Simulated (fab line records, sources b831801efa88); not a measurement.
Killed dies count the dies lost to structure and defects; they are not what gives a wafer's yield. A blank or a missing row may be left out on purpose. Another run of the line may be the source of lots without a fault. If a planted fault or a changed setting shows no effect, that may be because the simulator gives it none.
Check of tool commonality | flow sky130 | 13 lots, 39 wafers sampled

WHY THIS WAS OPENED
At SKY_SONOS_ONO_THK_MEAS_05 the reading SONOS_ONO_CVD_04_THK is flagged on 3 of 13 lots. No-fault wafers: 5.72 nm, standard deviation 0.091.
Rule: a lot is flagged when every wafer of it that has a number lies more than 4 standard deviations from that mean, or none has a number. The other lots count as sound.

lot  | measured     | on            | SONOS_ONO_CVD_04_THK (nm), wafer by wafer | flag
L987 | day 12 00:41 | film_metro-04 | 5.78 5.73 5.67                            |
L989 | day 12 10:33 | film_metro-04 | 5.65 5.72 5.63                            |
L988 | day 12 10:34 | film_metro-03 | 5.62 5.59 5.56                            |
L990 | day 12 16:02 | film_metro-03 | 5.79 5.66 5.68                            |
L991 | day 13 01:01 | film_metro-04 | 5.61 5.73 5.68                            |
L992 | day 13 08:10 | film_metro-01 | 5.54 5.65 5.69                            |
L994 | day 14 07:49 | film_metro-01 | 5.68 5.86 5.97                            |
L998 | day 15 10:09 | film_metro-04 | 6.31 6.34 6.38                            | FLAGGED
L999 | day 15 13:40 | film_metro-01 | 6.40 6.27 6.41                            | FLAGGED
L100 | day 16 02:59 | film_metro-01 | 6.49 6.39 6.42                            | FLAGGED
L107 | day 18 09:10 | film_metro-03 | 5.60 5.69 5.63                            |
L108 | day 18 15:17 | film_metro-03 | 5.71 5.77 5.65                            |
L110 | day 19 08:39 | film_metro-04 | 5.66 5.77 5.66                            |
Average over the flagged lots: 6.38 nm; offset from the usual +0.66 nm, equal to +7 standard deviations.

LOT BY LOT: THE TOOL USED
The record keeps 1 process step preceding the reading, out of 708 steps on the route. In each cell: the tool, then ch and the chambers that the sampled wafers went through, then the start.
lot  | flag    | SKY_SONOS_ONO_CVD_04
L987 |         | lpcvd-03 ch 0, day 11 23:26
L989 |         | lpcvd-03 ch 0, day 12 09:17
L988 |         | lpcvd-03 ch 1, day 12 09:17
L990 |         | lpcvd-03 ch 1, day 12 14:45
L991 |         | lpcvd-03 ch 0, day 12 23:44
L992 |         | lpcvd-03 ch 1, day 13 06:54
L994 |         | lpcvd-03 ch 0, day 14 06:34
L998 | FLAGGED | lpcvd-03 ch 0, day 15 08:53
L999 | FLAGGED | lpcvd-03 ch 0, day 15 12:24
L100 | FLAGGED | lpcvd-03 ch 0, day 16 01:44
L107 |         | lpcvd-03 ch 0, day 18 07:55
L108 |         | lpcvd-03 ch 0, day 18 14:02
L110 |         | lpcvd-03 ch 0, day 19 07:19
What is done by these steps:
- SKY_SONOS_ONO_CVD_04: deposits SiO2 from SiH4/N2O, target thk 5.7199 nm.
- SKY_SONOS_ONO_THK_MEAS_05

FLAGGED AGAINST TOTAL, ONE TOOL AT A TIME (gauges that did the reading follow at the end)
step                      | tool          | lots run | flagged | share of the flagged lots | sound lots run after its first flagged lot
SKY_SONOS_ONO_CVD_04      | lpcvd-03      | 13       | 3       | all                       | 3 (L107,L108,L110)
SKY_SONOS_ONO_THK_MEAS_05 | film_metro-01 | 4        | 2       | some                      | 0
SKY_SONOS_ONO_THK_MEAS_05 | film_metro-03 | 4        | 0       | none                      | -
SKY_SONOS_ONO_THK_MEAS_05 | film_metro-04 | 5        | 1       | some                      | 1 (L110)

THE TABLE: WHAT IT ALLOWS
Rows of the table that ran each flagged lot: 1, that is lpcvd-03 at SKY_SONOS_ONO_CVD_04.
- lpcvd-03 at SKY_SONOS_ONO_CVD_04: 3 of its 13 lots flagged. After the first flagged lot (L107, L108, L110), sound lots still ran on it; a lasting fault on the whole tool would not permit that. Its own readings lie more than 4 standard deviations out on every wafer of the flagged lots: pressure_mtorr.
None of the table's rows ran every flagged lot and, after the first, no sound lot.

WHAT HAD BEEN PUT IN BY THE SIMULATOR
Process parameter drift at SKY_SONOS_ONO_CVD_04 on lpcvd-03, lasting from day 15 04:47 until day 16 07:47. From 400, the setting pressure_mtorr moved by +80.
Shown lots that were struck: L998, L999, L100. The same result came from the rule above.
